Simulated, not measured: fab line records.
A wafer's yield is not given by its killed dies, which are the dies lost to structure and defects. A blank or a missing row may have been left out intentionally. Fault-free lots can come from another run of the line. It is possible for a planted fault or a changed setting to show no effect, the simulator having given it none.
fab line records | flow sky130
record: lots: 12 wafers: 36 lastDay: 50
route steps=708 shown FIELD_ISO@25 VT_ADJUST_NCORE@129 VT_ADJUST_PCH@153 SD_N@354
lots that met no fault: from a run of the same line without faults
startH: hours from the record's opening day to when the first of the lot's shown wafers began | waitH: time in hours since the lot's previous step | " identical to the entry in the row above | L1.1+2: a single row standing in for several wafers | - no value present, or no start provided | * or withheld: withheld | < > ~ a bound
route shown NAME@n: NAME is a module with steps in the file, n the number in the route of the first one | usual: mean/standard deviation of fault-free wafers | same: alike in all rows | chamber/n: place in a boat | sites: per-site readings | _std_site: how widely they spread, as a standard deviation | _edge_site: inner sites' mean taken away from outer sites' mean | radiusMm: how far each site lies from the wafer's centre | mask NAME#n: copy n | behind: the most recent tool/chamber to have shaped the wafer | hold: the reason the lot was held/the length of the hold in hours/how it ended | device: whichever transistor did not switch (one of n, p or np) | end of line: the tests these same wafers got at the end of their route | for a step that has no rows: nothing shown but its recipe | killed: not the wafer's yield, but the dies lost to structure and defects at the first sort | map: shows each die of a wafer: x if killed, . if not, _ if none is there
set.NAME: setting as actually run; set.NAME@STEP: the setting as run at that earlier step | model.NAME: the simulator's own value behind a step, which no gauge read
steps of the route over a sample of lots; a table a step, a row a wafer
services: from which hour (startH, from the record's first day; less than 0 if before it) a tool's chamber was out of use, for how many hours, and why
== steps ==
step: SKY_FIELD_ISO_CVD_24
recipe: material: SiO2 targetThkNm: 595 tempC: 650 sigmaOpenFrac: 0.3 timeS: 99.2 sih4FlowSccm: 60 pressureMtorr: 6
columns lot.wafer tool chamber startH waitH
L235.1+4+6 hdpcvd-01 0,2,1 29.72 0.1
L236.1+3+5 hdpcvd-02 0,1,2 34.97 0.1
L237.1+2+4 hdpcvd-01 0,1,2 40.32 0.1
L238.4+5+6 hdpcvd-01 1,0,2 46.72 0.1
L240.1+2+6 hdpcvd-01 1,2,1 59.11 0.1
L245.1+2+4 hdpcvd-02 1,0,0 90.25 0.1
L246.1+2+3 hdpcvd-02 1,2,0 90.32 0.1
L249.2+3+4 hdpcvd-02 2,1,1 103.27 0.0
L254.1+4+5 hdpcvd-01 2,0,1 129.33 0.1
L255.1+2+3 hdpcvd-01 2,1,0 135.20 0.1
L257.1+5+6 hdpcvd-02 2,0,2 145.22 0.1
L258.1+4+6 hdpcvd-02 2,1,0 153.11 0.1
step: SKY_FIELD_ISO_THK_MEAS_25
recipe: reads: SiO2_of_FIELD_ISO_CVD_24
usual: FIELD_ISO_CVD_24_THK: 596/6.3
columns lot.wafer tool chamber startH waitH FIELD_ISO_CVD_24_THK[nm]
L235.1 filmMetro-01 - 29.80 0.0 590
L235.4 " - " " 592
L235.6 " - " " 592
L236.1 filmMetro-02 - 35.04 0.0 598
L236.3 " - " " 605
L236.5 " - " " 616
L237.1 filmMetro-03 - 40.39 0.0 597
L237.2 " - " " 598
L237.4 " - " " 605
L238.4 filmMetro-02 - 46.79 0.0 597
L238.5 " - " " 607
L238.6 " - " " 599
L240.1 filmMetro-02 - 59.18 0.0 597
L240.2 " - " " 596
L240.6 " - " " 590
L245.1 filmMetro-01 - 90.32 0.0 596
L245.2 " - " " 592
L245.4 " - " " 597
L246.1 filmMetro-01 - 90.39 0.0 588
L246.2 " - " " 594
L246.3 " - " " 581
L249.2 filmMetro-02 - 103.36 0.0 602
L249.3 " - " " 589
L249.4 " - " " 592
L254.1 filmMetro-02 - 129.41 0.0 870
L254.4 " - " " 868
L254.5 " - " " 871
L255.1 filmMetro-01 - 135.27 0.0 871
L255.2 " - " " 875
L255.3 " - " " 875
L257.1 filmMetro-02 - 145.30 0.0 599
L257.5 " - " " 589
L257.6 " - " " 594
L258.1 filmMetro-03 - 153.18 0.0 602
L258.4 " - " " 591
L258.6 " - " " 594
step: SKY_FIELD_ISO_CMP_27
recipe: stopOn: Si3N4 tOverpolishS: 16 downForcePsi: 4 platenRpm: 60 targetThkNm: 457.8 padVelocityMS: 0.94248
usual: headPressurePsi: 4.001/0.0086 motorCurrentA: 12.8/1.3 timeToEndpointS: 112/5.1
columns lot.wafer tool chamber startH waitH headPressurePsi motorCurrentA timeToEndpointS
L235.4 cmp-02 2 31.41 0.1 3.994 12.3 119
L235.1 " 3 " " 4.000 14.3 111
L235.6 " 1 " " 3.991 12.4 110
L236.1 cmp-01 2 36.60 0.0 3.998 15.9 108
L236.3 " 0 " " 4.003 11.2 117
L236.5 " 2 " " 4.012 14.8 109
L237.1 cmp-02 3 42.00 0.1 3.995 14.6 112
L237.4 " 0 " " 3.988 12.4 118
L237.2 " 1 " " 3.998 11.5 111
L238.4 cmp-02 2 48.47 0.1 4.006 11.9 118
L238.6 " 3 " " 4.003 15.1 113
L238.5 " 0 " " 4.014 12.7 120
L240.2 cmp-01 3 60.74 0.0 4.010 13.4 107
L240.1 " 2 " " 4.000 14.8 107
L240.6 " 3 " " 4.007 13.7 109
L245.2 cmp-02 0 92.21 0.0 4.003 13.4 108
L245.1 " 1 " " 3.986 12.2 102
L245.4 " 3 " " 3.985 14.0 99
L246.1 cmp-01 0 92.21 0.0 4.001 11.5 110
L246.3 " 2 " " 4.000 14.8 101
L246.2 " 3 " " 3.995 13.2 103
L249.3 cmp-01 3 105.66 0.0 3.998 13.8 109
L249.4 " 1 " " 4.004 11.2 115
L249.2 " 2 " " 4.001 14.7 112
L254.4 cmp-01 2 131.02 0.1 3.994 14.4 162
L254.1 " 3 " " 4.003 13.6 162
L254.5 " 2 " " 3.996 15.6 163
L255.1 cmp-01 3 138.06 0.1 3.994 13.4 159
L255.3 " 0 " " 3.990 12.2 169
L255.2 " 1 " " 3.981 10.9 170
L257.1 cmp-02 1 148.06 0.0 4.009 11.7 107
L257.6 " 1 " " 4.001 11.2 109
L257.5 " 2 " " 3.996 11.8 114
L258.1 cmp-01 1 155.07 0.3 4.014 11.6 116
L258.4 " 2 " " 3.998 14.8 107
L258.6 " 0 " " 4.017 11.8 118
step: SKY_VT_ADJUST_NCORE_STRIP_10
recipe: chemistry: O2/N2 powerW: 1400 pressureMtorr: 1500 platenTempC: withheld o2FlowSccm: 3000 n2FlowSccm: 300 overashFraction: 0.5
usual: drypumpMotorCurrentA: 5.7/0.37 oesProductAu: 0.715/0.0045 stripTimeToEndpointS: 14.17/0.043
columns lot.wafer tool chamber startH waitH drypumpMotorCurrentA oesProductAu rfHoursCounterH stripTimeToEndpointS
L235.1 plasmaAsher-03 1 174.54 0.1 5.3 0.714 47 14.18
L235.4 " 0 " " 5.8 0.714 - 14.24
L235.6 " 0 " " 5.8 0.715 - 14.20
L236.1 plasmaAsher-03 1 183.08 0.1 5.3 0.714 48 14.21
L236.3 " 1 " " 5.3 0.714 - 14.18
L236.5 " 1 " " 5.3 0.716 - 14.20
L237.1 plasmaAsher-03 1 191.04 0.1 5.3 0.717 49 14.11
L237.2 " 0 " " 5.8 0.712 49 14.10
L237.4 " 1 " " 5.3 0.710 - 14.14
L238.4 plasmaAsher-01 0 200.07 0.1 5.2 0.718 - 14.20
L238.5 " 0 " " 5.2 0.714 - 14.18
L238.6 " 1 " " 5.5 0.718 - 14.18
L240.1 plasmaAsher-02 1 216.83 0.1 5.8 0.722 9 14.12
L240.2 " 0 " " 6.3 0.707 9 14.09
L240.6 " 0 " " 6.3 0.716 - 14.09
L245.1 plasmaAsher-01 0 264.59 0.1 5.2 0.719 58 14.19
L245.2 " 1 " " 5.5 0.719 58 14.17
L245.4 " 1 " " 5.4 0.712 - 14.19
L246.1 plasmaAsher-03 0 265.19 0.1 5.8 0.717 57 14.18
L246.2 " 1 " " 5.3 0.711 57 14.10
L246.3 " 1 " " 5.4 0.709 - 14.13
L249.2 plasmaAsher-01 0 280.19 0.1 5.2 0.716 59 14.18
L249.3 " 1 " " 5.5 0.717 - 14.18
L249.4 " 0 " " 5.2 0.714 - 14.19
L254.1 plasmaAsher-02 0 318.59 0.1 6.3 0.718 18 14.17
L254.4 " 1 " " 5.9 0.716 - 14.13
L254.5 " 0 " " 6.3 0.707 - 14.18
L255.1 plasmaAsher-03 0 328.18 0.1 5.8 0.721 63 14.21
L255.2 " 1 " " 5.3 0.717 63 14.21
L255.3 " 0 " " 5.8 0.720 - 14.15
L257.1 plasmaAsher-02 0 342.69 0.1 6.3 0.707 20 14.16
L257.5 " 0 " " 6.3 0.721 - 14.20
L257.6 " 1 " " 5.9 0.720 - 14.14
L258.1 plasmaAsher-02 1 351.59 0.1 5.8 0.719 21 14.12
L258.4 " 0 " " 6.3 0.720 - 14.10
L258.6 " 0 " " 6.3 0.722 - 14.11
step: SKY_VT_ADJUST_PCH_TW_MEAS_10
usual: VT_ADJUST_PCH_TW: 140.9/0.76
columns lot.wafer tool chamber startH waitH VT_ADJUST_PCH_TW
L235.1 filmMetro-01 - 219.11 0.1 139.9
L235.4 " - " " 139.9
L235.6 " - " " 140.2
L236.1 filmMetro-04 - 230.21 0.1 140.6
L236.3 " - " " 140.2
L236.5 " - " " 140.8
L237.1 filmMetro-04 - 237.46 0.1 140.4
L237.2 " - " " 141.5
L237.4 " - " " 139.8
L238.4 filmMetro-01 - 246.85 0.1 141.3
L238.5 " - " " 141.4
L238.6 " - " " 141.7
L240.1 filmMetro-03 - 265.02 0.1 141.5
L240.2 " - " " 141.5
L240.6 " - " " 142.3
L245.1 filmMetro-01 - 316.11 0.1 139.6
L245.2 " - " " 139.8
L245.4 " - " " 139.9
L246.1 filmMetro-01 - 318.01 0.1 140.6
L246.2 " - " " 140.3
L246.3 " - " " 140.1
L249.2 filmMetro-01 - 334.52 0.1 140.9
L249.3 " - " " 139.4
L249.4 " - " " 140.4
L254.1 filmMetro-03 - 375.71 0.1 140.2
L254.4 " - " " 140.7
L254.5 " - " " 141.0
L255.1 filmMetro-03 - 385.66 0.1 141.4
L255.2 " - " " 141.1
L255.3 " - " " 142.6
L257.1 filmMetro-01 - 400.33 0.1 141.3
L257.5 " - " " 140.1
L257.6 " - " " 140.4
L258.1 filmMetro-01 - 409.16 0.1 140.3
L258.4 " - " " 139.8
L258.6 " - " " 140.0
step: SKY_SD_N_TW_MEAS_12
usual: SD_N_TW: 3929/22
columns lot.wafer tool chamber startH waitH SD_N_TW
L235.1 filmMetro-01 - 628.73 0.1 3893
L235.4 " - " " 3900
L235.6 " - " " 3911
L236.1 filmMetro-04 - 646.18 0.1 3906
L236.3 " - " " 3911
L236.5 " - " " 3913
L237.1 filmMetro-01 - 659.68 0.1 3942
L237.2 " - " " 3930
L237.4 " - " " 3938
L238.4 filmMetro-03 - 662.05 0.1 3944
L238.5 " - " " 3927
L238.6 " - " " 3925
L240.1 filmMetro-01 - 684.08 0.1 3933
L240.2 " - " " 3929
L240.6 " - " " 3924
L245.1 filmMetro-03 - 739.13 0.1 3948
L245.2 " - " " 3937
L245.4 " - " " 3944
L246.1 filmMetro-04 - 740.14 0.1 3910
L246.2 " - " " 3931
L246.3 " - " " 3931
L249.2 filmMetro-01 - 753.99 0.1 3917
L249.3 " - " " 3942
L249.4 " - " " 3941
L254.1 filmMetro-04 - 793.98 0.1 3887
L254.4 " - " " 3885
L254.5 " - " " 3899
L255.1 filmMetro-03 - 799.98 0.1 3954
L255.2 " - " " 3964
L255.3 " - " " 3950
L257.1 filmMetro-01 - 816.38 0.1 3971
L257.5 " - " " 3956
L257.6 " - " " 3925
L258.1 filmMetro-01 - 825.04 0.1 3960
L258.4 " - " " 3960
L258.6 " - " " 3949
== services ==
columns tool chamber startH hours kind
cmp-01 - 6.44 4.9 pm
hdpcvd-02 - 55.07 2.8 pm
cmp-02 - 64.00 4.0 pm
hdpcvd-02 - 66.75 15.0 pm
hdpcvd-01 - 88.80 14.6 pm
cmp-02 - 93.02 2.2 repair
plasmaAsher-02 - 108.75 9.0 pm
hdpcvd-02 - 127.51 7.8 repair
cmp-02 - 154.10 4.0 pm
cmp-01 - 164.81 9.2 repair
cmp-01 - 168.77 2.3 repair
cmp-01 - 174.96 4.3 pm
cmp-02 - 196.17 0.8 repair
cmp-01 - 225.97 2.5 repair
cmp-01 - 232.00 4.0 pm
cmp-02 - 236.14 6.4 pm
plasmaAsher-02 - 240.18 14.6 pm
hdpcvd-02 - 245.86 0.4 repair
hdpcvd-01 1 246.24 10.6 repair
cmp-02 - 285.66 0.5 repair
hdpcvd-01 0 296.89 8.7 repair
hdpcvd-02 - 312.58 0.6 repair
cmp-02 - 345.78 0.4 repair
cmp-01 - 350.02 1.0 repair
== key ==
firstSign: step: SKY_FIELD_ISO_THK_MEAS_25 reading: FIELD_ISO_CVD_24_THK direction: up sigmas: 44 usual: 596 struck: 872
effect: step: SKY_FIELD_ISO_CMP_27 reading: timeToEndpointS direction: up sigmas: 10 usual: * struck: *
metAt SKY_FIELD_ISO_CVD_24
struckLots L254,L255
testerLeftOut L254,L255
notActingAt SKY_VT_ADJUST_NCORE_STRIP_10,SKY_VT_ADJUST_PCH_TW_MEAS_10,SKY_SD_N_TW_MEAS_12
onsetBetween 59.11 129.33
fault: kind: processParameterDrift tool: hdpcvd-01 chamber: - onsetH: 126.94 steps: SKY_FIELD_ISO_CVD_24 channel: targetThkNm offset: 273.33 shape: step endH: 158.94 actsIn: theseRecipesOnly stated: 595
testerLeftOut: of these lots the tester's yield and bins aren't shown, on N5 and GAA mostly nor the transistor test; their killed dies are dies lost to structure and defects alone, not to doping, threshold or leakage, so they don't give the yield
